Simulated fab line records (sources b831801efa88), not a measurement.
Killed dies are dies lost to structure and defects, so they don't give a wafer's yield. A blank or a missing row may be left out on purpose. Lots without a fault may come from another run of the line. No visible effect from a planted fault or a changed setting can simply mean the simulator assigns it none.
The tool behind it: which one? + flow sky130 + 11 lots, 33 wafers sampled, at 5 steps of a route of 708

== WHAT EACH GAUGE READ, for each wafer ==
SKY_POLY_GATE_OVL_MEAS_14. Usual: POLY_GATE_OVL gives -3 nm (standard deviation 5.9).
| lot  | measured     | on         | POLY_GATE_OVL (nm) | flag |
|------|--------------|------------|--------------------|------|
| L584 | day 16 16:16 | overlay-01 | -4 4 -4            |      |
| L585 | day 16 23:29 | overlay-01 | -6 -9 -13          |      |
| L587 | day 18 09:44 | overlay-02 | -7 -13 -12         |      |
| L588 | day 19 11:02 | overlay-01 | -11 -4 -5          |      |
| L591 | day 20 00:28 | overlay-01 | 5 6 -3             |      |
| L593 | day 20 12:01 | overlay-01 | -9 -8 -1           |      |
| L594 | day 20 18:38 | overlay-02 | -2 -5 3            |      |
| L595 | day 21 08:04 | overlay-02 | -3 -10 -1          |      |
| L596 | day 21 16:49 | overlay-01 | -2 0 1             |      |
| L598 | day 22 02:34 | overlay-02 | 3 0 1              |      |
| L605 | day 24 11:40 | overlay-01 | -9 -2 -2           |      |

SKY_PASSIVATION_THK_MEAS_03. Usual: PASSIVATION_CVD_02_THK gives 540 nm (standard deviation 6.7).
| lot  | measured     | on            | PASSIVATION_CVD_02_THK (nm) | flag |
|------|--------------|---------------|-----------------------------|------|
| L584 | day 44 00:05 | film_metro-02 | 545 545 543                 |      |
| L585 | day 44 03:58 | film_metro-02 | 537 544 553                 |      |
| L587 | day 45 10:44 | film_metro-02 | 546 547 543                 |      |
| L588 | day 46 06:53 | film_metro-04 | 540 544 538                 |      |
| L591 | day 46 10:14 | film_metro-01 | 529 531 545                 |      |
| L593 | day 46 13:35 | film_metro-01 | 539 534 547                 |      |
| L594 | day 46 18:47 | film_metro-01 | 533 536 538                 |      |
| L595 | day 47 08:38 | film_metro-01 | 538 543 549                 |      |
| L596 | day 47 11:05 | film_metro-02 | 541 537 550                 |      |
| L598 | day 47 17:06 | film_metro-01 | 534 545 541                 |      |
| L605 | day 49 06:31 | film_metro-01 | 531 538 542                 |      |

== EACH LOT AND THE TOOL THAT RAN IT (in order: tool; ch and the chambers of the sampled wafers; start) ==
| lot  | SKY_VIA3_COAT_07                  | SKY_VIA3_STRIP_16                    | SKY_METAL4_SPUTTER_00        |
|------|-----------------------------------|--------------------------------------|------------------------------|
| L584 | litho_track-01 ch 0, day 39 10:00 | plasma_asher-04 ch 0,1, day 39 22:14 | pvd_sputter-03, day 39 23:44 |
| L585 | litho_track-04 ch 0, day 39 14:00 | plasma_asher-04 ch 0,1, day 40 03:35 | pvd_sputter-01, day 40 04:53 |
| L587 | litho_track-01 ch 0, day 40 21:00 | plasma_asher-04 ch 0,1, day 41 07:59 | pvd_sputter-03, day 41 09:55 |
| L588 | litho_track-04 ch 0, day 41 19:00 | plasma_asher-03 ch 0,1, day 42 08:21 | pvd_sputter-04, day 42 09:37 |
| L591 | litho_track-04 ch 0, day 41 23:00 | plasma_asher-02 ch 0, day 42 11:21   | pvd_sputter-01, day 42 12:40 |
| L593 | litho_track-04 ch 0, day 42 04:00 | plasma_asher-02 ch 0,1, day 42 15:42 | pvd_sputter-04, day 42 17:12 |
| L594 | litho_track-04 ch 0, day 42 11:00 | plasma_asher-03 ch 0,1, day 42 23:38 | pvd_sputter-03, day 43 00:59 |
| L595 | litho_track-03 ch 0, day 43 00:00 | plasma_asher-04 ch 0,1, day 43 11:09 | pvd_sputter-03, day 43 12:44 |
| L596 | litho_track-01 ch 0, day 43 05:00 | plasma_asher-02 ch 0, day 43 15:15   | pvd_sputter-03, day 43 16:32 |
| L598 | litho_track-04 ch 0, day 43 13:00 | plasma_asher-02 ch 0,1, day 44 01:57 | pvd_sputter-01, day 44 03:16 |
| L605 | litho_track-03 ch 0, day 45 07:00 | plasma_asher-02 ch 0,1, day 45 17:27 | pvd_sputter-03, day 45 18:43 |
- SKY_VIA3_COAT_07: resist thk 450 nm.
- SKY_VIA3_STRIP_16: strips in O2/N2.
- SKY_METAL4_SPUTTER_00: material Ti, target thk 15 nm, time 10 s.

== AS READ BY THE TOOLS THEMSELVES (means over the sampled wafers that have a number; for cases with no such wafer, the mark the record gives instead) ==
SKY_VIA3_COAT_07. Usual: 3000.2 rpm for spin_speed_rpm, sd 1.9.
| lot  | tool           | spin_speed_rpm (rpm) | flag |
|------|----------------|----------------------|------|
| L584 | litho_track-01 | 3001.6               |      |
| L585 | litho_track-04 | 2997.7               |      |
| L587 | litho_track-01 | 3000.7               |      |
| L588 | litho_track-04 | 3003.0               |      |
| L591 | litho_track-04 | 2999.6               |      |
| L593 | litho_track-04 | 3000.0               |      |
| L594 | litho_track-04 | 3331.2               | OFF  |
| L595 | litho_track-03 | 2999.2               |      |
| L596 | litho_track-01 | 2998.9               |      |
| L598 | litho_track-04 | 3330.4               | OFF  |
| L605 | litho_track-03 | 2998.8               |      |

SKY_VIA3_STRIP_16. Usual: drypump_motor_current_A 5.7 A, standard deviation 0.49; oes_product_au 0.402 a.u., standard deviation 0.0049; strip_time_to_endpoint_s 4.127 s, standard deviation 0.019.
| lot  | tool            | drypump_motor_current_A (A) | oes_product_au (a.u.) | strip_time_to_endpoint_s (s) | flag |
|------|-----------------|-----------------------------|-----------------------|------------------------------|------|
| L584 | plasma_asher-04 | 5.8                         | 0.398                 | 4.129                        |      |
| L585 | plasma_asher-04 | 5.8                         | 0.403                 | 4.127                        |      |
| L587 | plasma_asher-04 | 5.8                         | 0.404                 | 4.122                        |      |
| L588 | plasma_asher-03 | 5.7                         | 0.406                 | 4.145                        |      |
| L591 | plasma_asher-02 | 5.8                         | 0.404                 | 4.147                        |      |
| L593 | plasma_asher-02 | 5.8                         | 0.402                 | 4.138                        |      |
| L594 | plasma_asher-03 | 5.7                         | 0.395                 | 3.872                        | OFF  |
| L595 | plasma_asher-04 | 5.8                         | 0.403                 | 4.127                        |      |
| L596 | plasma_asher-02 | 5.8                         | 0.403                 | 4.117                        |      |
| L598 | plasma_asher-02 | 5.8                         | 0.390                 | 3.877                        | OFF  |
| L605 | plasma_asher-02 | 5.9                         | 0.401                 | 4.110                        |      |

SKY_METAL4_SPUTTER_00. Usual: 30.4 % for throttle_valve_pct, sd 0.65.
| lot  | tool           | throttle_valve_pct (%) | flag |
|------|----------------|------------------------|------|
| L584 | pvd_sputter-03 | 30.8                   |      |
| L585 | pvd_sputter-01 | 31.3                   |      |
| L587 | pvd_sputter-03 | 30.3                   |      |
| L588 | pvd_sputter-04 | 30.7                   |      |
| L591 | pvd_sputter-01 | 30.5                   |      |
| L593 | pvd_sputter-04 | 30.3                   |      |
| L594 | pvd_sputter-03 | 30.3                   |      |
| L595 | pvd_sputter-03 | 30.9                   |      |
| L596 | pvd_sputter-03 | 30.0                   |      |
| L598 | pvd_sputter-01 | 29.5                   |      |
| L605 | pvd_sputter-03 | 30.2                   |      |

== THE ANSWER, worked out from the rows above alone ==
Rule: lot off if the mean of its wafers having a number is beyond 3 standard deviations from the usual mean. Also off: a lot with no number at a reading for which 4 or more lots have one. Where the step has rows for the other lots, those lots are counted as sound. The gauges are gone through in route order, then the tools' own readings, and for those a lot's mean is taken as printed above. At the first step where some lot is off, the reading lying furthest off is the one used; lots without a number count as furthest.
Off at SKY_VIA3_COAT_07 (spin_speed_rpm): L594, L598.
If a tool, at that step or one of the process steps before it, ran each lot that is off and ran no sound lot following the first of them, it fits. One fits: SKY_VIA3_COAT_07 on litho_track-04. Its last sound lot is L593 (day 42 04:00), its first lot that is off L594 (day 42 11:00): a fault that began between those two fits.
On the lots that are off, the tool's own readings at SKY_VIA3_COAT_07 differ by more than 5 times the standard deviation of the sound lots' means, which bears it out; spin_speed_rpm reads 3330.8 rpm there versus 2999.9 rpm on the sound lots.

== WHAT THE SIMULATOR PUT IN ==
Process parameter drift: litho_track-04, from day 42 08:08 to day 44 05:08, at SKY_VIA3_COAT_07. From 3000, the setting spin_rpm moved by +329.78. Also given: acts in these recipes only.
Struck lots among those shown: L594, L598. The rule above reached the same finding.
